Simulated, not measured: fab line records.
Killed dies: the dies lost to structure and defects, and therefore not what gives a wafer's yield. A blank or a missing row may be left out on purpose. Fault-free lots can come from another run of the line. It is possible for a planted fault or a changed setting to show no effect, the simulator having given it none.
The same fault as seen by 2 desks | flow gf180mcu | what lay behind the numbers comes last; until then each desk has only its own

== METROLOGY DESK ==
What the gauges read, lot by lot, whatever tool the lot ran on: means of the sampled wafers that have a number. If a lot's mean is further than 4 standard deviations from the usual mean, the lot is out of limits and carries the mark OUT (the distance appears in the brackets).
Columns: A = V1_W_THK at GF_V1_THK_MEAS_25, usual 363 nm; B = V2_CVD_00_THK at GF_V2_THK_MEAS_01, usual 603 nm; C = cd-nm at GF_V2_CD_MEAS_14, usual 259.7 nm
lot  | first seen here | A   | B              | C
L938 | day 18 06:48    | 365 | 595            | 259.8
L939 | day 18 10:29    | 360 | 603            | 259.3
L941 | day 19 05:29    | 361 | 593            | 258.8
L942 | day 19 12:28    | 361 | 604            | 258.9
L943 | day 19 22:32    | 364 | 597            | 260.7
L944 | day 20 12:19    | 364 | 597            | 260.0
L948 | day 22 11:23    | 360 | 603            | 259.8
L949 | day 22 15:29    | 363 | 604            | 259.4
L950 | day 23 00:37    | 362 | 603            | 260.1
L951 | day 23 07:53    | 359 | 600            | 260.9
L960 | day 25 19:38    | 368 | 644 (+6.5) OUT | 260.2
L961 | day 26 07:16    | 366 | 644 (+6.6) OUT | 259.6
This desk's finding: out of limits on L960, L961; first on L960, day 26 18:01 (V2_CVD_00_THK at GF_V2_THK_MEAS_01). Within limits: L938, L939, L941, L942, L943, L944, L948, L949, L950, L951.

== THE TOOL OWNER'S DESK: hdpcvd-02 ==
The tool's own readings at GF_V2_CVD_00 (deposits SiO2, target thk 600 nm, time 100 s): means of the sampled wafers that have a number, for each lot that ran on this tool. If a lot's mean is further than 4 standard deviations from the usual mean, the lot is out of limits and carries the mark OUT (the distance appears in the brackets).
Columns: A = pressure-mtorr at GF_V2_CVD_00, usual 6.002 mTorr; B = sih4-flow-sccm at GF_V2_CVD_00, usual 59.98 sccm
lot  | first seen here | A     | B
L941 | day 20 06:31    | 6.004 | 59.88
L943 | day 21 00:32    | 6.005 | 59.99
L948 | day 23 11:28    | 5.992 | 60.00
L949 | day 23 15:49    | 5.995 | 60.00
L950 | day 24 00:19    | 5.994 | 60.16
L960 | day 26 17:56    | 6.008 | 63.99 (+25) OUT
L961 | day 27 04:25    | 6.001 | 64.01 (+25) OUT
This desk's finding: out of limits on L960, L961; first on L960, day 26 17:56 (sih4-flow-sccm at GF_V2_CVD_00). Within limits: L941, L943, L948, L949, L950.

== BROUGHT TOGETHER ==
At day 26 17:56, on L960, L961, the tool owner's desk was in a position to raise an alarm.
On L960, L961, the metrology desk was in a position to raise an alarm at day 26 18:01.
All the named lots went through GF_V2_CVD_00 on hdpcvd-02.

== WHAT WAS PUT IN BY THE SIMULATOR ==
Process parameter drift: hdpcvd-02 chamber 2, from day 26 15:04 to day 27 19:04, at GF_V2_CVD_00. Setting sih4-flow-sccm shifted by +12 from 60. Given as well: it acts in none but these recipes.
Lots struck among those shown: L960, L961.
Time in hours from fault onset to the first out-of-limits reading at each desk: tool owner's desk 3, metrology desk 3.
